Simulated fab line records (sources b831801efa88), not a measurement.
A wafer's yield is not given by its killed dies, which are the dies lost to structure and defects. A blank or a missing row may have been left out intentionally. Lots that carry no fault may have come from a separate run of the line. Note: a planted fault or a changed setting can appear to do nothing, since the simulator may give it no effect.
Problem report, 8D (eight disciplines) form, completed by code	flow gf180mcu	the parts of the form that need people (team, actions taken, sign-off) are left out

== 1. THE ISSUE ==
LVPWELL_TW at GF_LVPWELL_TW_MEAS_11 reads a mean of 30 on 3 wafers of 1 lot; wafers without a fault read 559 with a standard deviation of 3.1. That is -99 or more standard deviations from the usual mean.
First seen on wafer L571.3, day 6 07:55, on film metro-02. The record has a number at this step for 33 wafers belonging to 11 lots. By rule, "out" or "out of limits" means more than 4 standard deviations away from the usual mean. The other wafers with a number count as sound.

== 2. WHAT THIS IS AND IS NOT ==
question	is	is not
which readings at this step	LVPWELL_TW	-
which lots	L571	L561, L563, L565, L568, L569, L580, L581, L582, L583, L584
which wafers of those lots	all that have a number	-
read on which gauges	film metro-02	film metro-01, film metro-04
when	from day 6 07:55	up to then (15 sound wafers); but 15 sound wafers of L580, L581, L582, L583, L584 came after

== 3. SUSPECTS, AND WHAT RULES EACH OUT ==
Counting: a tool at a process step up to the reading stays a suspect if it ran every lot that is out and no sound lot after the first of them.
- the gauge at GF_LVPWELL_TW_MEAS_11: ruled out. All the wafers that are out were read on film metro-02, but those of them that GF_NWELL_STRIP_10 has rows for are out there too, on other tools.
- rie si-02 at GF_STI_ETCH_14 (etches Si in HBr/Cl2/O2, target depth 360 nm, time 102.9 s): ruled out as a lasting fault. Following L571 (day 4 07:02), the first lot on it that is out, the sound lots L581, L582, L583 were run on it.
- plasma asher-04 at GF_NWELL_STRIP_10 (strips in O2/N2): ruled out as a lasting fault. Following L571 (day 5 16:51), the first lot on it that is out, the sound lots L583, L584 were run on it.
- plasma asher-04 at GF_LVPWELL_STRIP_10 (strips in O2/N2): ruled out as a lasting fault. Following L571 (day 6 07:50), the first lot on it that is out, the sound lots L582 were run on it.
Left after counting: nothing in the record.

== 4. THE CAUSE (what the simulator had put in) ==
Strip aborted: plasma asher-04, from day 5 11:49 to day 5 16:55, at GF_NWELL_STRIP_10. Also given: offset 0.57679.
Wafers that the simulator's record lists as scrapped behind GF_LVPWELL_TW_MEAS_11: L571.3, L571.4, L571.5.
The count ruled it out by mistake, since the rule takes a fault to strike every lot its tool runs from the start of the fault on, and this one did not do so.

== 5. SEQUENCE OF EFFECTS, ordered by route ==
One row per reading whose mean, taken over the struck wafers that have a number, lies over 3 standard deviations from the usual. Readings are gone through only where the record gives a usual standard deviation; hours: the median, over the lots, of the time from a lot's start at the first step in this table giving one to that lot's start at this step; sigmas: the change measured in usual standard deviations.
hours	step	reading	usual	on struck wafers	change	sigmas
0	GF_NWELL_STRIP_10	oes product au	0.722 a.u.	0.956	+0.234	+62
15	GF_LVPWELL_STRIP_10	strip time to endpoint s	36.25 s	49.72	+13.47	+99 or more
15	GF_LVPWELL_TW_MEAS_11	LVPWELL_TW	559	30	-529	-99 or more
Its process steps:
- GF_NWELL_STRIP_10: strips in O2/N2.
- GF_LVPWELL_STRIP_10: strips in O2/N2.
Readings that are blank on the struck wafers while sound wafers have them: strip time to endpoint s at GF_NWELL_STRIP_10.

== 6. WHAT WOULD HAVE CAUGHT IT SOONER ==
In this record the first reading out of limits at a measuring or inspecting step was taken at day 6 07:55, 20 hours after the fault began at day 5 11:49.
Tool's own readings at GF_NWELL_STRIP_10, oes product au: out on all struck wafers the step has rows for; an alarm limit on them would have tripped on the first.
